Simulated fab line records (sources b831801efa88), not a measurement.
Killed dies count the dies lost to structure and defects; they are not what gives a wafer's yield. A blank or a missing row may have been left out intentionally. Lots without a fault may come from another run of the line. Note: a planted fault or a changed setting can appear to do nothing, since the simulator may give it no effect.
fab line records	flow gf180mcu
[record] lots = 6	wafers = 18	last-day = 34
route steps=602 shown V1@353 M2@362
lots that met no fault: taken from a fault-free run of the same line
start-h: start of the lot's first displayed wafer, in hours after the record's first day	wait-h: hours since the lot's step before	" identical to the entry in the row above	L1.1+2: a row that stands for several wafers	- either no value or no given start	* or withheld: withheld	< > ~ a bound
route shown NAME@n: names a module that has steps shown in the file, with the first one's number in the route	usual: mean and standard deviation over wafers with no fault	same: alike in all rows	chamber/n: place in a boat	sites: the reading at each site	_std_site: standard deviation of those values	_edge_site: inner sites' mean taken away from outer sites' mean	radius-mm: how far each site lies from the wafer's centre	mask NAME#n: copy n	behind: the last tool/chamber to shape the wafer	hold: why the lot went on hold/how many hours it stayed there/how the hold came to an end	device: whichever transistor did not switch (one of n, p or np)	end of line: the route-end tests of the same wafers	a step given without rows: its recipe and nothing more	killed: the dies lost at the first sort to structure and to defects; this is not the yield of the wafer	map: dies across one wafer; x = killed, . = not, _ = none there
set.NAME: the run value of the setting; set.NAME@STEP: its run value at that earlier step	model.NAME: the simulator's own value behind a step, which no gauge read
lots at some steps of the route; a table a step, a row a wafer
services: from which hour (start-h, from the record's first day; less than 0 if before it) a tool's chamber was out of use, for how many hours, and why
[[steps]]
[step GF_V1_STRIP_18]
[recipe] chemistry = O2/N2	power-w = 1400	pressure-mtorr = 1500	platen-temp-c = 250	o2-flow-sccm = 3000	n2-flow-sccm = 300	overash-fraction = 0.5
[step GF_V1_STRIP_19]
[recipe] chemistry = post-etch-residue-remover	time-s = 1200	temp-c = 72.5
[step GF_V1_CLEAN_20]
[recipe] chemistry = DIW	dry = n2-spin
[step GF_V1_SPUTTER_21]
[recipe] material = Ti	target-thk-nm = 15	chamber-pressure-pa = 5	power-w = 2500	substrate-temp-c = 200	time-s = 80.02
[usual] cathode-dc-power-W = 2499.9/0.45	chamber-pressure-pa = 5.000/0.0089	throttle-valve-pct = 30.0/0.76
lot.wafer	tool	chamber	start-h	wait-h	cathode-dc-power-W	chamber-pressure-pa	throttle-valve-pct
L431.2	pvd-sputter-04	-	426.01	0.0	2499.9	5.010	30.0
L431.5	"	-	"	"	2499.7	5.003	30.5
L431.6	"	-	"	"	2500.2	4.988	28.6
L437.1	pvd-sputter-02	-	478.73	0.0	2500.3	4.996	31.0
L437.2	"	-	"	"	2500.1	4.993	30.0
L437.4	"	-	"	"	2499.3	5.003	29.8
L438.1	pvd-sputter-04	-	488.91	0.0	2499.9	5.005	30.6
L438.2	"	-	"	"	2499.5	5.002	29.9
L438.4	"	-	"	"	2500.3	5.000	30.7
L444.1	pvd-sputter-04	-	543.74	0.0	2499.2	5.004	30.5
L444.3	"	-	"	"	2499.7	4.991	30.1
L444.6	"	-	"	"	2500.3	4.998	30.7
L446.1	pvd-sputter-04	-	561.52	0.0	2500.5	5.003	30.3
L446.2	"	-	"	"	2500.1	5.010	30.3
L446.4	"	-	"	"	2500.0	5.017	30.8
L452.4	pvd-sputter-04	-	602.05	0.0	2500.9	4.998	30.0
L452.5	"	-	"	"	2499.8	5.000	28.6
L452.6	"	-	"	"	2499.9	5.003	30.8
[step GF_V1_SPUTTER_22]
[recipe] material = TiN	target-thk-nm = 10	chamber-pressure-pa = 5	power-w = 4000	time-s = 40
[step GF_V1_CVD_23]
[recipe] material = W	target-thk-nm = 350	time-s = 105.05	temp-c = 400	pressure-torr = 40
[usual] chamber-pressure-Torr = 40.02/0.082	heater-power-w = 812/70
lot.wafer	tool	chamber	start-h	wait-h	chamber-pressure-Torr	heater-power-w
L431.2	cvd-w-01	0	426.11	0.0	40.03	885
L431.5	"	0	"	"	39.96	909
L431.6	"	1	"	"	40.17	868
L437.1	cvd-w-02	0	478.83	0.0	40.18	839
L437.2	"	1	"	"	40.00	717
L437.4	"	1	"	"	39.92	714
L438.1	cvd-w-01	0	489.01	0.0	39.98	903
L438.2	"	1	"	"	40.06	831
L438.4	"	0	"	"	40.12	885
L444.1	cvd-w-02	1	543.84	0.0	40.11	731
L444.3	"	1	"	"	40.04	720
L444.6	"	0	"	"	40.09	858
L446.1	cvd-w-02	1	561.62	0.0	40.04	728
L446.2	"	0	"	"	39.95	854
L446.4	"	0	"	"	39.87	853
L452.4	cvd-w-02	1	602.26	0.1	40.10	736
L452.5	"	1	"	"	40.28	732
L452.6	"	1	"	"	40.11	757
[step GF_V1_RS_MEAS_24]
[recipe] thk-meas-gauge = four-point-probe	reads = W_of_V1_CVD_23+TiN_of_V1_SPUTTER_22+Ti_of_V1_SPUTTER_21
[usual] V1_W_RS = 0.326/0.0036
lot.wafer	tool	chamber	start-h	wait-h	V1_W_RS[ohm/sq]
L431.2	film-metro-03	-	426.24	0.1	0.331
L431.5	"	-	"	"	0.330
L431.6	"	-	"	"	0.324
L437.1	film-metro-04	-	478.94	0.1	0.327
L437.2	"	-	"	"	0.321
L437.4	"	-	"	"	0.323
L438.1	film-metro-04	-	489.13	0.1	0.326
L438.2	"	-	"	"	0.323
L438.4	"	-	"	"	0.326
L444.1	film-metro-01	-	543.95	0.1	0.327
L444.3	"	-	"	"	0.330
L444.6	"	-	"	"	0.325
L446.1	film-metro-04	-	561.73	0.1	0.323
L446.2	"	-	"	"	0.329
L446.4	"	-	"	"	0.326
L452.4	film-metro-03	-	602.43	0.1	0.322
L452.5	"	-	"	"	0.325
L452.6	"	-	"	"	0.323
[step GF_V1_THK_MEAS_25]
[recipe] thk-meas-gauge = xrf	reads = W_of_V1_CVD_23
[usual] V1_W_THK = 344/4.5
lot.wafer	tool	chamber	start-h	wait-h	V1_W_THK[nm]
L431.2	film-metro-03	-	426.35	0.1	341
L431.5	"	-	"	"	338
L431.6	"	-	"	"	343
L437.1	film-metro-04	-	479.06	0.1	340
L437.2	"	-	"	"	347
L437.4	"	-	"	"	344
L438.1	film-metro-04	-	489.25	0.1	341
L438.2	"	-	"	"	344
L438.4	"	-	"	"	340
L444.1	film-metro-01	-	544.07	0.1	349
L444.3	"	-	"	"	344
L444.6	"	-	"	"	348
L446.1	film-metro-04	-	561.85	0.1	345
L446.2	"	-	"	"	341
L446.4	"	-	"	"	342
L452.4	film-metro-03	-	602.52	0.1	350
L452.5	"	-	"	"	346
L452.6	"	-	"	"	350
[step GF_V1_CMP_26]
[recipe] stop-on = SiO2	down-force-psi = 3.5	platen-rpm = 60	t-overpolish-s = 15	target-thk-nm = 0	pad-velocity-m-s = 0.94248
[usual] motor-current-A = 11.0/1.3	overpolish-run-s = 14.999/0.0097	time-to-endpoint-s = 87/3.8
lot.wafer	tool	chamber	start-h	wait-h	motor-current-A	overpolish-run-s	time-to-endpoint-s
L431.2	cmp-02	3	426.50	0.1	10.6	14.994	85
L431.6	"	1	"	"	10.4	14.995	86
L431.5	"	2	"	"	12.0	14.990	86
L437.1	cmp-01	2	479.12	0.1	10.8	14.984	82
L437.2	"	3	"	"	9.3	15.017	81
L437.4	"	0	"	"	13.7	15.014	82
L438.2	cmp-02	2	489.31	0.0	12.8	15.013	88
L438.1	"	3	"	"	11.0	14.996	84
L438.4	"	0	"	"	10.1	14.998	83
L444.1	cmp-01	3	544.13	0.1	9.1	14.996	89
L444.3	"	0	"	"	12.5	14.983	87
L444.6	"	0	"	"	13.3	14.994	91
L446.1	cmp-02	2	562.08	0.2	12.3	14.998	93
L446.4	"	3	"	"	10.4	15.016	91
L446.2	"	0	"	"	10.5	15.008	88
L452.4	cmp-01	3	602.55	0.0	8.9	14.997	84
L452.6	"	3	"	"	9.4	14.987	84
L452.5	"	0	"	"	12.8	15.017	84
[step GF_M2_SPUTTER_00]
[recipe] material = Ti	target-thk-nm = 37.5	arriving-ion-energy-ev = 80	substrate-temp-c = 200	chamber-pressure-pa = 2	power-w = 4000	time-s = 150
[step GF_M2_SPUTTER_01]
[recipe] material = TiN	target-thk-nm = 30	power-w = 6500	time-s = 25	chamber-pressure-pa = 0.4
[step GF_M2_SPUTTER_02]
[recipe] material = AlCu	target-thk-nm = 450	power-w = 10600	time-s = 23.9	chamber-pressure-pa = 0.4
[usual] cathode-dc-power-W = 10600/2	chamber-pressure-pa = 0.4001/0.00073	throttle-valve-pct = 29.9/0.69
lot.wafer	tool	chamber	start-h	wait-h	cathode-dc-power-W	chamber-pressure-pa	throttle-valve-pct
L431.2	pvd-sputter-03	-	426.83	0.0	10597	0.4001	30.4
L431.5	"	-	"	"	10598	0.3997	30.1
L431.6	"	-	"	"	10598	0.4012	30.5
L437.1	pvd-sputter-02	-	479.56	0.0	10603	0.3997	30.9
L437.2	"	-	"	"	10601	0.4013	29.8
L437.4	"	-	"	"	10601	0.4010	29.8
L438.1	pvd-sputter-01	-	489.74	0.0	10600	0.3997	28.6
L438.2	"	-	"	"	10600	0.3998	30.5
L438.4	"	-	"	"	10598	0.4002	30.2
L444.1	pvd-sputter-02	-	544.56	0.0	10603	0.3996	30.3
L444.3	"	-	"	"	10601	0.3987	29.9
L444.6	"	-	"	"	10597	0.3995	29.8
L446.1	pvd-sputter-01	-	562.51	0.0	10598	0.3998	30.5
L446.2	"	-	"	"	10598	0.4000	28.9
L446.4	"	-	"	"	10601	0.3992	28.7
L452.4	pvd-sputter-01	-	602.98	0.0	10598	0.4004	29.0
L452.5	"	-	"	"	10598	0.3998	28.9
L452.6	"	-	"	"	10602	0.4011	30.3
[step GF_M2_SPUTTER_03]
[recipe] material = Ti	target-thk-nm = 10	substrate-temp-c = 300	chamber-pressure-pa = 0.3	power-w = 3000	time-s = 6.7
[usual] cathode-dc-power-W = 3000.0/0.6	chamber-pressure-pa = 0.3000/0.0006	throttle-valve-pct = 29.9/0.7
lot.wafer	tool	chamber	start-h	wait-h	cathode-dc-power-W	chamber-pressure-pa	throttle-valve-pct
L431.2	pvd-sputter-03	-	426.86	0.0	2999.6	0.3011	30.4
L431.5	"	-	"	"	2999.5	0.3001	30.1
L431.6	"	-	"	"	3000.6	0.3002	30.3
L437.1	pvd-sputter-02	-	479.59	0.0	-	-	-
L437.2	"	-	"	"	-	-	-
L437.4	"	-	"	"	-	-	-
L438.1	pvd-sputter-01	-	489.77	0.0	-	-	-
L438.2	"	-	"	"	-	-	-
L438.4	"	-	"	"	-	-	-
L444.1	pvd-sputter-02	-	544.59	0.0	2999.7	0.3003	30.0
L444.3	"	-	"	"	3000.6	0.3007	30.1
L444.6	"	-	"	"	2999.8	0.3012	30.0
L446.1	pvd-sputter-01	-	562.54	0.0	3000.7	0.2991	30.9
L446.2	"	-	"	"	3001.0	0.2992	28.8
L446.4	"	-	"	"	3000.2	0.2991	28.7
L452.4	pvd-sputter-01	-	603.01	0.0	3000.0	0.3006	28.8
L452.5	"	-	"	"	2999.3	0.3002	29.0
L452.6	"	-	"	"	3000.4	0.3000	30.4
[step GF_M2_SPUTTER_04]
[recipe] material = TiN	target-thk-nm = 50	power-w = 6500	time-s = 41.7	chamber-pressure-pa = 0.4
[usual] cathode-dc-power-W = 6500.0/1.1	chamber-pressure-pa = 0.4001/0.00079	throttle-valve-pct = 29.9/0.69
lot.wafer	tool	chamber	start-h	wait-h	cathode-dc-power-W	chamber-pressure-pa	throttle-valve-pct
L431.2	pvd-sputter-03	-	426.88	0.0	6500.9	0.4015	30.2
L431.5	"	-	"	"	6499.6	0.4000	29.9
L431.6	"	-	"	"	6499.7	0.3999	30.2
L437.1	pvd-sputter-02	-	479.61	0.0	6499.3	0.4010	30.9
L437.2	"	-	"	"	6499.7	0.4011	30.1
L437.4	"	-	"	"	6501.3	0.3985	29.9
L438.1	pvd-sputter-01	-	489.79	0.0	6498.8	0.3993	29.0
L438.2	"	-	"	"	6500.3	0.4002	30.5
L438.4	"	-	"	"	6498.7	0.3999	30.3
L444.1	pvd-sputter-02	-	544.61	0.0	6498.9	0.4014	30.1
L444.3	"	-	"	"	6500.3	0.4007	30.0
L444.6	"	-	"	"	6498.9	0.3983	30.0
L446.1	pvd-sputter-01	-	562.56	0.0	6500.4	0.3992	30.8
L446.2	"	-	"	"	6500.6	0.4008	29.0
L446.4	"	-	"	"	6500.6	0.4004	28.6
L452.4	pvd-sputter-01	-	603.03	0.0	6500.7	0.4012	29.0
L452.5	"	-	"	"	6499.4	0.3999	28.7
L452.6	"	-	"	"	6501.7	0.4000	30.3
[[services]]
tool	chamber	start-h	hours	kind
cmp-01	-	404.00	4.0	pm
cmp-02	-	416.11	1.9	repair
cmp-01	-	463.07	6.1	pm
pvd-sputter-03	-	467.82	54.3	repair
cvd-w-02	-	475.61	0.3	repair
cmp-02	-	477.30	1.6	repair
pvd-sputter-03	-	482.85	2.1	repair
cmp-02	-	493.78	18.3	pm
cvd-w-02	-	495.49	0.9	repair
cvd-w-02	-	502.80	6.9	pm
cvd-w-01	1	510.56	4.5	repair
cmp-02	-	514.74	4.8	pm
cmp-01	-	518.64	5.8	repair
cmp-02	-	520.85	0.9	repair
pvd-sputter-02	-	538.57	1.9	repair
cmp-02	-	560.05	0.8	repair
cmp-01	-	561.73	10.1	repair
cmp-01	-	566.52	0.3	repair
cmp-01	-	568.57	0.4	repair
cmp-02	-	572.27	4.0	pm
cvd-w-02	0	574.58	5.0	repair
pvd-sputter-02	-	583.33	1.9	repair
pvd-sputter-02	-	585.48	5.7	repair
cvd-w-02	0	589.89	12.5	repair
[[key]]
[first-sign] step = GF_M2_SPUTTER_03	reading = tool-record	direction = missing
effect none on later readings
met-at GF_M2_SPUTTER_03
struck-wafers L437.1,L437.2,L437.4,L438.1,L438.2,L438.4
later-rows-left-out L437.1,L437.2,L437.4,L438.1,L438.2,L438.4
sort-left-out L437.1,L437.2,L437.4,L438.1,L438.2,L438.4
[fault] kind = skipped-step-whole	tool = pvd-sputter-01,pvd-sputter-02	chamber = -	onset-h = 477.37	steps = GF_M2_SPUTTER_03	scope = struck-lots-only
// sort-left-out: the simulated sort isn't trusted on such a fault, so these wafers' sort isn't shown, and their yield isn't known
// later-rows-left-out: the simulator's readings of these wafers behind a module that went badly wrong aren't trusted and aren't shown, but for the sort
